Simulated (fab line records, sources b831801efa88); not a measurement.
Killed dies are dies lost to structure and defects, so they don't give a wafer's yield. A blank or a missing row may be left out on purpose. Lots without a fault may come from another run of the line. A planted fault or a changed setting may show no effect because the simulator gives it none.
Problem report in the 8D (eight disciplines) form, filled by code | flow sky130 | the parts of the form that need people (team, actions taken, sign-off) are left out

1. THE PROBLEM
CONTACT_HDPCVD_THK at SKY_CONTACT_THK_MEAS_03 reads a mean of 681 nm on 6 wafers of 2 lots; wafers without a fault read 568 nm with a standard deviation of 5.5. That is +21 standard deviations from the usual mean.
First seen on wafer L365.1, day 36 02:54, on film_metro-01. The record holds 36 wafers of 12 lots with a number at this step. Rule for "out", or "out of limits": more than 4 standard deviations from the usual mean. The other wafers with a number count as sound.

2. WHAT IT IS AND WHAT IT IS NOT
question                    | is                           | is not
which readings at this step | CONTACT_HDPCVD_THK           | -
which lots                  | L365, L366                   | L348, L349, L352, L353, L355, L356, L359, L367, L368, L369
which wafers of those lots  | all that have a number       | -
read on which gauges        | film_metro-01, film_metro-04 | film_metro-03
when                        | from day 36 02:54            | up to then (21 sound wafers); but 9 sound wafers of L367, L368, L369 came after

3. SUSPECTS, AND WHAT RULES EACH OUT
Counting: a tool at a process step up to the reading stays a suspect if it ran every lot that is out and no sound lot after the first of them.
- the gauge at SKY_CONTACT_THK_MEAS_03: ruled out. The wafers that are out were read on 2 gauges (film_metro-01, film_metro-04).
- pvd_sputter-04 at SKY_LI_CONTACT_SPUTTER_20 (material TiN, target thk 20 nm, time 80 s): ruled out as a lasting fault. Sound lots L367, L369 ran on it after its first lot that is out, L365 (day 34 22:41).
- hdpcvd-01 at SKY_CONTACT_HDPCVD_02 (deposits SiO2, target thk 565 nm, time 94.2 s): kept. It ran every lot that is out, first L365 (day 36 02:50), and no sound lot after that; its last sound lot up to then is L359 (day 34 12:59). Its own readings are out on those wafers: sih4_flow_sccm.
Left after counting: hdpcvd-01 at SKY_CONTACT_HDPCVD_02.

4. THE CAUSE (what the simulator had put in)
Process parameter drift: hdpcvd-01, from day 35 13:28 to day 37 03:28, at SKY_CONTACT_HDPCVD_02. Setting sih4_flow_sccm, moved by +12, from 60. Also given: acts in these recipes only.
Counting left only this tool.

5. THE CHAIN OF EFFECTS, in route order
Each row: a reading whose mean over the struck wafers that have a number lies more than 3 standard deviations from the usual. Only readings for which the record gives a usual standard deviation are gone through. hours: the time from each lot's start at the first step in this table that gives one to its start at this step, as a median over the lots. sigmas: the change in usual standard deviations.
hours | step                    | reading            | usual      | on struck wafers | change | sigmas
0     | SKY_CONTACT_HDPCVD_02   | sih4_flow_sccm     | 60.00 sccm | 72.05            | +12.05 | +67
0     | SKY_CONTACT_THK_MEAS_03 | CONTACT_HDPCVD_THK | 568 nm     | 681              | +113   | +21
0     | SKY_CONTACT_CMP_04      | time_to_endpoint_s | 81 s       | 124              | +43    | +9.5
The process steps in it:
- SKY_CONTACT_HDPCVD_02: deposits SiO2, target thk 565 nm, time 94.2 s.
- SKY_CONTACT_CMP_04: polishes SiO2.
Later measuring or inspecting steps at which every struck wafer that the step has a row for has a number for every such reading, and none has moved that far: SKY_CONTACT_BOW_MEAS_05.

6. WHAT WOULD HAVE CAUGHT IT SOONER
In this record the first reading out of limits at a measuring or inspecting step was taken at day 36 02:54, 13 hours after the fault began at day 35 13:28.
The tool's own readings at SKY_CONTACT_HDPCVD_02 were out on every struck wafer that the step has a row for (sih4_flow_sccm): an alarm limit on them would have fired on the first of those.
Of the lots that are out (2), L366 began SKY_CONTACT_HDPCVD_02 on hdpcvd-01 after day 36 02:54. A hold on the tool at that time would have spared it.
